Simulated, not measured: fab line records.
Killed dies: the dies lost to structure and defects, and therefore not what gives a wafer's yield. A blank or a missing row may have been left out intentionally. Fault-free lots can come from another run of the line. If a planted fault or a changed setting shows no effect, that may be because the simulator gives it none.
fab line records    flow gf180mcu    part 1 of 2: steps 1 to 36 of 46
[record] lots = 5  wafers = 15  last_day = 33
route steps=602 shown VT_IMPLANT@94 MVSD@136 NWELL@137 LVPWELL@138 MVPSD@139
lots with no fault: from the same line, run without faults
start_h: hours from the record's first day to the start of the lot's first wafer shown    wait_h: hours from the lot's prior step to this one    " same as the row above    L1.1+2: a single row standing in for several wafers    - no value present, or no start provided    * or withheld: withheld    < > ~ a bound
route shown NAME@n: NAME is a module with steps in the file, n the number in the route of the first one    usual: mean/standard deviation taken from wafers without a fault    same: alike in all rows    chamber/n: place in a boat    sites: the reading at each site    _std_site: standard deviation of those values    _edge_site: inner sites' mean taken away from outer sites' mean    radius_mm: how far each site lies from the wafer's centre    mask NAME#n: copy n    behind: the last tool/chamber to shape the wafer    hold: why the lot went on hold/how many hours it stayed there/how the hold came to an end    device: names the non-switching transistor (n, p or np)    end of line: tests run on the same wafers once the route is complete    for a step that has no rows: nothing shown but its recipe    killed: at the first sort, the dies lost to defects and structure; wafer yield is something else    map: a wafer's dies, x killed, . not, _ none there
set.NAME: the setting as run; set.NAME@STEP: as run at that earlier step    model.NAME: the simulator's own value behind a step, which no gauge read
lots seen at some steps along the route; tables by step, rows by wafer
services: when a tool's chamber went out of use (start_h, in hours from the record's first day, below 0 if earlier), for how many hours, and the reason
[[steps]]
[step GF_VT_IMPLANT_EXPOSE_04]
[recipe] mask_id = LVPWELL_LV_AREA  target_cd_nm = 600  na = 0.6  source_shape = conventional  sigma_outer = 0.6  dose_mj = 140
lot.wafer   tool              chamber  start_h  wait_h  mask
L076.2+4+5  iline_stepper-01  0        -        -       LVPWELL_LV_AREA#0
L081.1+5+6  iline_stepper-02  0        -        -       LVPWELL_LV_AREA#0
L082.2+4+5  iline_stepper-02  0        -        -       LVPWELL_LV_AREA#0
L086.1+3+6  iline_stepper-01  0        -        -       LVPWELL_LV_AREA#0
L091.4+5+6  iline_stepper-02  0        -        -       LVPWELL_LV_AREA#0
[step GF_VT_IMPLANT_PEB_05]
[recipe] temp_c = withheld  time_s = *  resist = NOVOLAK
[same] time_s = *
lot.wafer   tool            chamber  start_h  wait_h
L076.2+4+5  litho_track-02  0        -        -
L081.1+5+6  litho_track-01  0        -        -
L082.2+4+5  litho_track-01  0        -        -
L086.1+3+6  litho_track-02  0        -        -
L091.4+5+6  litho_track-03  0        -        -
[step GF_VT_IMPLANT_DEVELOP_06]
[recipe] develop_time_s = 61.27  dev_temp_c = 23
lot.wafer   tool            chamber  start_h  wait_h
L076.2+4+5  litho_track-02  0        122.39   0.1
L081.1+5+6  litho_track-01  0        154.70   0.1
L082.2+4+5  litho_track-01  0        159.23   0.1
L086.1+3+6  litho_track-02  0        184.67   0.1
L091.4+5+6  litho_track-03  0        214.83   0.1
[step GF_VT_IMPLANT_OVL_MEAS_07]
[usual] VT_IMPLANT_OVL = -0.2/1.5
lot.wafer  tool        chamber  start_h  wait_h  VT_IMPLANT_OVL[nm]
L076.2     overlay-01  -        122.52   0.1     -0.2
L076.4     "           -        "        "       -1.0
L076.5     "           -        "        "       0.6
L081.1     overlay-02  -        154.85   0.1     0.5
L081.5     "           -        "        "       -0.2
L081.6     "           -        "        "       0.5
L082.2     overlay-02  -        159.36   0.1     -1.2
L082.4     "           -        "        "       -1.5
L082.5     "           -        "        "       -4.0
L086.1     overlay-02  -        184.82   0.1     3.2
L086.3     "           -        "        "       2.9
L086.6     "           -        "        "       1.7
L091.4     overlay-01  -        214.92   0.1     0.4
L091.5     "           -        "        "       0.4
L091.6     "           -        "        "       -0.8
[step GF_VT_IMPLANT_IMPLANT_08]
[recipe] species = BF2  energy_kev = 20  dose_cm2 = 8.29e+12  tilt_deg = 7
lot.wafer   tool          chamber  start_h  wait_h
L076.2+4+5  implanter-02  0        122.58   0.0
L081.1+5+6  implanter-04  0        154.89   0.0
L082.2+4+5  implanter-01  0        159.41   0.0
L086.1+3+6  implanter-04  0        184.85   0.0
L091.4+5+6  implanter-04  0        215.01   0.1
[step GF_VT_IMPLANT_STRIP_09]
[recipe] chemistry = O2/N2  power_w = 1400  pressure_mtorr = 1500  platen_temp_c = 250  o2_flow_sccm = 3000  n2_flow_sccm = 300  overash_fraction = 0.5
[usual] drypump_motor_current_A = 5.6/0.46  heater_power_w = 329/20  oes_product_au = 0.716/0.0044  strip_time_to_endpoint_s = 12.64/0.036
[same] overash_fraction = 0.5
lot.wafer  tool             chamber  start_h  wait_h  drypump_motor_current_A  heater_power_w  oes_product_au  rf_hours_counter_h  strip_time_to_endpoint_s
L076.2     plasma_asher-02  1        122.70   0.1     4.8                      321             0.709           45                  12.69
L076.4     "                0        "        "       6.0                      344             0.718           -                   12.64
L076.5     "                1        "        "       4.8                      325             0.710           -                   12.65
L081.1     plasma_asher-04  1        155.04   0.1     6.1                      356             0.715           53                  12.67
L081.5     "                0        "        "       5.4                      331             0.716           -                   12.62
L081.6     "                1        "        "       6.1                      340             0.711           -                   12.68
L082.2     plasma_asher-04  1        159.54   0.1     6.1                      353             0.714           53                  12.65
L082.4     "                0        "        "       5.4                      333             0.710           -                   12.61
L082.5     "                1        "        "       6.1                      352             0.713           -                   12.62
L086.1     plasma_asher-02  1        185.00   0.1     4.8                      322             0.721           51                  12.61
L086.3     "                0        "        "       6.0                      342             0.716           -                   12.63
L086.6     "                1        "        "       4.8                      321             0.720           -                   12.58
L091.4     plasma_asher-02  1        215.12   0.1     4.9                      323             0.720           -                   12.67
L091.5     "                0        "        "       6.0                      342             0.720           -                   12.64
L091.6     "                1        "        "       4.9                      322             0.718           -                   12.64
[step GF_VT_IMPLANT_TW_MEAS_10]
[usual] VT_IMPLANT_TW = 562/4.8
lot.wafer  tool           chamber  start_h  wait_h  VT_IMPLANT_TW
L076.2     film_metro-03  -        122.81   0.1     563
L076.4     "              -        "        "       562
L076.5     "              -        "        "       559
L081.1     film_metro-03  -        155.14   0.1     560
L081.5     "              -        "        "       563
L081.6     "              -        "        "       559
L082.2     film_metro-03  -        159.65   0.1     557
L082.4     "              -        "        "       563
L082.5     "              -        "        "       561
L086.1     film_metro-04  -        185.10   0.1     566
L086.3     "              -        "        "       568
L086.6     "              -        "        "       568
L091.4     film_metro-03  -        215.22   0.1     562
L091.5     "              -        "        "       561
L091.6     "              -        "        "       558
[step GF_VT_IMPLANT_DEHYDRATE_11]
[recipe] temp_c = 200  time_s = 60
[same] time_s = 60
lot.wafer   tool            chamber  start_h  wait_h
L076.2+4+5  litho_track-02  0        129.14   6.3
L081.1+5+6  litho_track-03  0        162.85   7.7
L082.2+4+5  litho_track-03  0        167.18   7.5
L086.1+3+6  litho_track-01  0        192.50   7.4
L091.4+5+6  litho_track-03  0        223.48   8.2
[step GF_VT_IMPLANT_HMDS_12]
[recipe] prime_time_s = 60  prime_temp_c = 120
lot.wafer   tool            chamber  start_h  wait_h
L076.2+4+5  litho_track-02  0        129.29   0.1
L081.1+5+6  litho_track-03  0        163.00   0.1
L082.2+4+5  litho_track-03  0        167.33   0.1
L086.1+3+6  litho_track-01  0        192.65   0.1
L091.4+5+6  litho_track-03  0        223.63   0.1
[step GF_VT_IMPLANT_COAT_13]
[recipe] resist = NOVOLAK  spin_rpm = 3000  resist_thk_nm = 1000
lot.wafer   tool            chamber  start_h  wait_h
L076.2+4+5  litho_track-02  0        129.44   0.1
L081.1+5+6  litho_track-03  0        163.15   0.1
L082.2+4+5  litho_track-03  0        167.48   0.1
L086.1+3+6  litho_track-01  0        192.80   0.1
L091.4+5+6  litho_track-03  0        223.78   0.1
[step GF_VT_IMPLANT_SOFTBAKE_14]
[recipe] temp_c = 90  time_s = 60  resist = NOVOLAK
[same] time_s = 60
lot.wafer   tool            chamber  start_h  wait_h
L076.2+4+5  litho_track-02  0        129.59   0.1
L081.1+5+6  litho_track-03  0        163.30   0.1
L082.2+4+5  litho_track-03  0        167.63   0.1
L086.1+3+6  litho_track-01  0        192.95   0.1
L091.4+5+6  litho_track-03  0        223.93   0.1
[step GF_VT_IMPLANT_EXPOSE_15]
[recipe] mask_id = Nwell_LV_AREA  target_cd_nm = 860  na = 0.6  source_shape = conventional  sigma_outer = 0.6  dose_mj = 138.7
lot.wafer   tool              chamber  start_h  wait_h  mask
L076.2+4+5  iline_stepper-01  0        -        -       Nwell_LV_AREA#0
L081.1+5+6  iline_stepper-01  0        -        -       Nwell_LV_AREA#0
L082.2+4+5  iline_stepper-02  0        -        -       Nwell_LV_AREA#0
L086.1+3+6  iline_stepper-02  0        -        -       Nwell_LV_AREA#0
L091.4+5+6  iline_stepper-02  0        -        -       Nwell_LV_AREA#0
[step GF_VT_IMPLANT_PEB_16]
[recipe] temp_c = withheld  time_s = *  resist = NOVOLAK
[same] time_s = *
lot.wafer   tool            chamber  start_h  wait_h
L076.2+4+5  litho_track-03  0        -        -
L081.1+5+6  litho_track-01  0        -        -
L082.2+4+5  litho_track-03  0        -        -
L086.1+3+6  litho_track-03  0        -        -
L091.4+5+6  litho_track-03  0        -        -
[step GF_VT_IMPLANT_DEVELOP_17]
[recipe] develop_time_s = 60  dev_temp_c = 23
lot.wafer   tool            chamber  start_h  wait_h
L076.2+4+5  litho_track-03  0        137.23   0.1
L081.1+5+6  litho_track-01  0        171.15   0.1
L082.2+4+5  litho_track-03  0        175.43   0.1
L086.1+3+6  litho_track-03  0        201.25   0.1
L091.4+5+6  litho_track-03  0        233.13   0.1
[step GF_VT_IMPLANT_OVL_MEAS_18]
[usual] VT_IMPLANT_01_OVL = 0.2/1.3
lot.wafer  tool        chamber  start_h  wait_h  VT_IMPLANT_01_OVL[nm]
L076.2     overlay-02  -        137.36   0.1     1.3
L076.4     "           -        "        "       0.9
L076.5     "           -        "        "       -0.2
L081.1     overlay-02  -        171.30   0.1     -0.6
L081.5     "           -        "        "       -0.8
L081.6     "           -        "        "       -1.6
L082.2     overlay-02  -        175.56   0.1     0.4
L082.4     "           -        "        "       -1.1
L082.5     "           -        "        "       0.7
L086.1     overlay-01  -        201.40   0.1     0.1
L086.3     "           -        "        "       0.2
L086.6     "           -        "        "       0.4
L091.4     overlay-01  -        233.22   0.1     -1.0
L091.5     "           -        "        "       0.2
L091.6     "           -        "        "       1.1
[step GF_VT_IMPLANT_IMPLANT_19]
[recipe] species = As  energy_kev = 100  dose_cm2 = 4.35e+12  tilt_deg = 7
lot.wafer   tool          chamber  start_h  wait_h
L076.2+4+5  implanter-04  0        137.41   0.0
L081.1+5+6  implanter-02  0        171.34   0.0
L082.2+4+5  implanter-04  0        175.61   0.0
L086.1+3+6  implanter-01  0        201.44   0.0
L091.4+5+6  implanter-01  0        233.31   0.1
[step GF_VT_IMPLANT_STRIP_20]
[recipe] chemistry = O2/N2  power_w = 1400  pressure_mtorr = 1500  platen_temp_c = 250  o2_flow_sccm = 3000  n2_flow_sccm = 300  overash_fraction = 0.5
[usual] drypump_motor_current_A = 5.6/0.49  heater_power_w = 330/18  oes_product_au = 0.716/0.0042  strip_time_to_endpoint_s = 12.65/0.034
[same] overash_fraction = 0.5
lot.wafer  tool             chamber  start_h  wait_h  drypump_motor_current_A  heater_power_w  oes_product_au  rf_hours_counter_h  strip_time_to_endpoint_s
L076.2     plasma_asher-04  0        137.54   0.1     5.4                      341             0.715           50                  12.62
L076.4     "                1        "        "       6.1                      345             0.722           -                   12.62
L076.5     "                1        "        "       6.1                      342             0.720           -                   12.59
L081.1     plasma_asher-02  0        171.49   0.1     6.0                      338             0.717           50                  12.63
L081.5     "                0        "        "       6.0                      347             0.716           -                   12.71
L081.6     "                1        "        "       4.8                      317             0.706           -                   12.63
L082.2     plasma_asher-02  0        175.74   0.1     6.0                      352             0.719           51                  12.68
L082.4     "                0        "        "       6.0                      354             0.715           -                   12.66
L082.5     "                0        "        "       6.0                      337             0.720           -                   12.65
L086.1     plasma_asher-02  0        201.59   0.1     6.0                      343             0.717           53                  12.62
L086.3     "                1        "        "       4.8                      333             0.724           -                   12.66
L086.6     "                1        "        "       4.8                      318             0.718           -                   12.65
L091.4     plasma_asher-04  1        233.42   0.1     6.1                      355             0.725           -                   12.63
L091.5     "                0        "        "       5.4                      337             0.723           -                   12.66
L091.6     "                1        "        "       6.1                      342             0.719           -                   12.66
[step GF_VT_IMPLANT_TW_MEAS_21]
[usual] VT_IMPLANT_2_TW = 1210/11
lot.wafer  tool           chamber  start_h  wait_h  VT_IMPLANT_2_TW
L076.2     film_metro-03  -        137.65   0.1     1204
L076.4     "              -        "        "       1210
L076.5     "              -        "        "       1205
L081.1     film_metro-04  -        171.59   0.1     1224
L081.5     "              -        "        "       1226
L081.6     "              -        "        "       1217
L082.2     film_metro-03  -        175.85   0.1     1215
L082.4     "              -        "        "       1208
L082.5     "              -        "        "       1211
L086.1     film_metro-02  -        201.69   0.1     1191
L086.3     "              -        "        "       1188
L086.6     "              -        "        "       1187
L091.4     film_metro-04  -        233.52   0.1     1219
L091.5     "              -        "        "       1223
L091.6     "              -        "        "       1225
[step GF_VT_IMPLANT_DEHYDRATE_22]
[recipe] temp_c = 200  time_s = 60
[same] time_s = 60
lot.wafer   tool            chamber  start_h  wait_h
L076.2+4+5  litho_track-02  0        144.49   6.8
L081.1+5+6  litho_track-01  0        179.20   7.6
L082.2+4+5  litho_track-02  0        183.94   8.1
L086.1+3+6  litho_track-03  0        209.85   8.2
L091.4+5+6  litho_track-02  0        241.94   8.4
[step GF_VT_IMPLANT_HMDS_23]
[recipe] prime_time_s = 60  prime_temp_c = 120
lot.wafer   tool            chamber  start_h  wait_h
L076.2+4+5  litho_track-02  0        144.64   0.1
L081.1+5+6  litho_track-01  0        179.35   0.1
L082.2+4+5  litho_track-02  0        184.09   0.1
L086.1+3+6  litho_track-03  0        210.00   0.1
L091.4+5+6  litho_track-02  0        242.09   0.1
[step GF_VT_IMPLANT_COAT_24]
[recipe] resist = NOVOLAK  spin_rpm = 3000  resist_thk_nm = 1000
lot.wafer   tool            chamber  start_h  wait_h
L076.2+4+5  litho_track-02  0        144.79   0.1
L081.1+5+6  litho_track-01  0        179.50   0.1
L082.2+4+5  litho_track-02  0        184.24   0.1
L086.1+3+6  litho_track-03  0        210.15   0.1
L091.4+5+6  litho_track-02  0        242.24   0.1
[step GF_VT_IMPLANT_SOFTBAKE_25]
[recipe] temp_c = 90  time_s = 60  resist = NOVOLAK
[same] time_s = 60
lot.wafer   tool            chamber  start_h  wait_h
L076.2+4+5  litho_track-02  0        144.94   0.1
L081.1+5+6  litho_track-01  0        179.65   0.1
L082.2+4+5  litho_track-02  0        184.39   0.1
L086.1+3+6  litho_track-03  0        210.30   0.1
L091.4+5+6  litho_track-02  0        242.39   0.1
[step GF_VT_IMPLANT_EXPOSE_26]
[recipe] mask_id = LVPWELL_HV_AREA  target_cd_nm = 860  na = 0.6  source_shape = conventional  sigma_outer = 0.6  dose_mj = 140
lot.wafer   tool              chamber  start_h  wait_h  mask
L076.2+4+5  iline_stepper-02  0        -        -       LVPWELL_HV_AREA#0
L081.1+5+6  iline_stepper-02  0        -        -       LVPWELL_HV_AREA#0
L082.2+4+5  iline_stepper-01  0        -        -       LVPWELL_HV_AREA#0
L086.1+3+6  iline_stepper-02  0        -        -       LVPWELL_HV_AREA#0
L091.4+5+6  iline_stepper-02  0        -        -       LVPWELL_HV_AREA#0
[step GF_VT_IMPLANT_PEB_27]
[recipe] temp_c = withheld  time_s = *  resist = NOVOLAK
[same] time_s = *
lot.wafer   tool            chamber  start_h  wait_h
L076.2+4+5  litho_track-01  0        -        -
L081.1+5+6  litho_track-01  0        -        -
L082.2+4+5  litho_track-03  0        -        -
L086.1+3+6  litho_track-01  0        -        -
L091.4+5+6  litho_track-03  0        -        -
[step GF_VT_IMPLANT_DEVELOP_28]
[recipe] develop_time_s = 60  dev_temp_c = 23
lot.wafer   tool            chamber  start_h  wait_h
L076.2+4+5  litho_track-01  0        152.83   0.1
L081.1+5+6  litho_track-01  0        187.50   0.1
L082.2+4+5  litho_track-03  0        192.33   0.1
L086.1+3+6  litho_track-01  0        218.75   0.1
L091.4+5+6  litho_track-03  0        251.38   0.1
[step GF_VT_IMPLANT_OVL_MEAS_29]
[usual] VT_IMPLANT_02_OVL = -0.6/1.1
lot.wafer  tool        chamber  start_h  wait_h  VT_IMPLANT_02_OVL[nm]
L076.2     overlay-01  -        152.96   0.1     -1.4
L076.4     "           -        "        "       -0.6
L076.5     "           -        "        "       -1.5
L081.1     overlay-02  -        187.65   0.1     -1.1
L081.5     "           -        "        "       -0.7
L081.6     "           -        "        "       -1.5
L082.2     overlay-01  -        192.46   0.1     -2.6
L082.4     "           -        "        "       -2.2
L082.5     "           -        "        "       -0.7
L086.1     overlay-02  -        218.90   0.1     0.4
L086.3     "           -        "        "       -3.0
L086.6     "           -        "        "       1.0
L091.4     overlay-01  -        251.47   0.1     0.3
L091.5     "           -        "        "       -0.4
L091.6     "           -        "        "       -0.1
[step GF_VT_IMPLANT_IMPLANT_30]
[recipe] species = B  energy_kev = 25  dose_cm2 = 2.534e+12  tilt_deg = 7
lot.wafer   tool          chamber  start_h  wait_h
L076.2+4+5  implanter-02  0        153.01   0.0
L081.1+5+6  implanter-04  0        187.69   0.0
L082.2+4+5  implanter-04  0        192.51   0.0
L086.1+3+6  implanter-04  0        218.94   0.0
L091.4+5+6  implanter-02  0        251.56   0.1
[step GF_VT_IMPLANT_STRIP_31]
[recipe] chemistry = O2/N2  power_w = 1400  pressure_mtorr = 1500  platen_temp_c = 250  o2_flow_sccm = 3000  n2_flow_sccm = 300  overash_fraction = 0.5
[usual] drypump_motor_current_A = 5.6/0.46  heater_power_w = 328/20  oes_product_au = 0.716/0.0043  strip_time_to_endpoint_s = 12.65/0.033
[same] overash_fraction = 0.5
lot.wafer  tool             chamber  start_h  wait_h  drypump_motor_current_A  heater_power_w  oes_product_au  rf_hours_counter_h  strip_time_to_endpoint_s
L076.2     plasma_asher-04  0        153.14   0.1     5.4                      324             0.724           52                  12.61
L076.4     "                0        "        "       5.4                      334             0.713           -                   12.61
L076.5     "                0        "        "       5.4                      339             0.714           -                   12.57
L081.1     plasma_asher-03  1        187.84   0.1     5.6                      285             0.719           6                   12.71
L081.5     "                1        "        "       5.6                      279             0.717           -                   12.67
L081.6     "                0        "        "       5.7                      316             0.717           -                   12.64
L082.2     plasma_asher-04  0        192.64   0.1     5.4                      331             0.712           56                  12.66
L082.4     "                1        "        "       6.1                      348             0.715           -                   12.66
L082.5     "                0        "        "       5.4                      341             0.723           -                   12.69
L086.1     plasma_asher-04  1        219.09   0.1     6.1                      357             0.712           60                  12.61
L086.3     "                1        "        "       6.1                      337             0.714           -                   12.68
L086.6     "                0        "        "       5.4                      325             0.715           -                   12.69
L091.4     plasma_asher-02  1        251.67   0.1     4.8                      309             0.717           -                   12.63
L091.5     "                1        "        "       4.8                      329             0.717           -                   12.64
L091.6     "                0        "        "       6.0                      348             0.717           -                   12.63
[step GF_VT_IMPLANT_TW_MEAS_32]
[usual] VT_IMPLANT_3_TW = 268.3/1.9
lot.wafer  tool           chamber  start_h  wait_h  VT_IMPLANT_3_TW
L076.2     film_metro-02  -        153.25   0.1     267.1
L076.4     "              -        "        "       266.5
L076.5     "              -        "        "       265.3
L081.1     film_metro-03  -        187.94   0.1     268.7
L081.5     "              -        "        "       267.6
L081.6     "              -        "        "       269.8
L082.2     film_metro-04  -        192.75   0.1     268.3
L082.4     "              -        "        "       268.9
L082.5     "              -        "        "       270.0
L086.1     film_metro-04  -        219.19   0.1     271.1
L086.3     "              -        "        "       270.5
L086.6     "              -        "        "       272.6
L091.4     film_metro-03  -        251.77   0.1     267.5
L091.5     "              -        "        "       265.8
L091.6     "              -        "        "       267.5
[step GF_VT_IMPLANT_DEHYDRATE_33]
[recipe] temp_c = 200  time_s = 60
[same] time_s = 60
lot.wafer   tool            chamber  start_h  wait_h
L076.2+4+5  litho_track-01  0        160.68   7.4
L081.1+5+6  litho_track-03  0        196.05   8.1
L082.2+4+5  litho_track-03  0        200.53   7.8
L086.1+3+6  litho_track-01  0        227.80   8.6
L091.4+5+6  litho_track-03  0        260.78   9.0
[step GF_VT_IMPLANT_HMDS_34]
[recipe] prime_time_s = 60  prime_temp_c = 120
lot.wafer   tool            chamber  start_h  wait_h
L076.2+4+5  litho_track-01  0        160.83   0.1
L081.1+5+6  litho_track-03  0        196.20   0.1
L082.2+4+5  litho_track-03  0        200.68   0.1
L086.1+3+6  litho_track-01  0        227.95   0.1
L091.4+5+6  litho_track-03  0        260.93   0.1
[step GF_VT_IMPLANT_COAT_35]
[recipe] resist = NOVOLAK  spin_rpm = 3000  resist_thk_nm = 1000
lot.wafer   tool            chamber  start_h  wait_h
L076.2+4+5  litho_track-01  0        160.98   0.1
L081.1+5+6  litho_track-03  0        196.35   0.1
L082.2+4+5  litho_track-03  0        200.83   0.1
L086.1+3+6  litho_track-01  0        228.10   0.1
L091.4+5+6  litho_track-03  0        261.08   0.1
[step GF_VT_IMPLANT_SOFTBAKE_36]
[recipe] temp_c = 90  time_s = 60  resist = NOVOLAK
[same] time_s = 60
lot.wafer   tool            chamber  start_h  wait_h
L076.2+4+5  litho_track-01  0        161.13   0.1
L081.1+5+6  litho_track-03  0        196.50   0.1
L082.2+4+5  litho_track-03  0        200.98   0.1
L086.1+3+6  litho_track-01  0        228.25   0.1
L091.4+5+6  litho_track-03  0        261.23   0.1
[step GF_VT_IMPLANT_EXPOSE_37]
[recipe] mask_id = Nwell_HV_AREA  target_cd_nm = 860  na = 0.6  source_shape = conventional  sigma_outer = 0.6  dose_mj = 140
lot.wafer   tool              chamber  start_h  wait_h  mask
L076.2+4+5  iline_stepper-02  0        -        -       Nwell_HV_AREA#0
L081.1+5+6  iline_stepper-01  0        -        -       Nwell_HV_AREA#0
L082.2+4+5  iline_stepper-01  0        -        -       Nwell_HV_AREA#0
L086.1+3+6  iline_stepper-01  0        -        -       Nwell_HV_AREA#0
L091.4+5+6  iline_stepper-02  0        -        -       Nwell_HV_AREA#0
[step GF_VT_IMPLANT_PEB_38]
[recipe] temp_c = withheld  time_s = *  resist = NOVOLAK
[same] time_s = *
lot.wafer   tool            chamber  start_h  wait_h
L076.2+4+5  litho_track-02  0        -        -
L081.1+5+6  litho_track-01  0        -        -
L082.2+4+5  litho_track-02  0        -        -
L086.1+3+6  litho_track-01  0        -        -
L091.4+5+6  litho_track-03  0        -        -
[step GF_VT_IMPLANT_DEVELOP_39]
[recipe] develop_time_s = 60  dev_temp_c = 23
lot.wafer   tool            chamber  start_h  wait_h
L076.2+4+5  litho_track-02  0        168.94   0.1
L081.1+5+6  litho_track-01  0        204.80   0.1
L082.2+4+5  litho_track-02  0        209.39   0.1
L086.1+3+6  litho_track-01  0        237.40   0.1
L091.4+5+6  litho_track-03  0        271.07   0.1
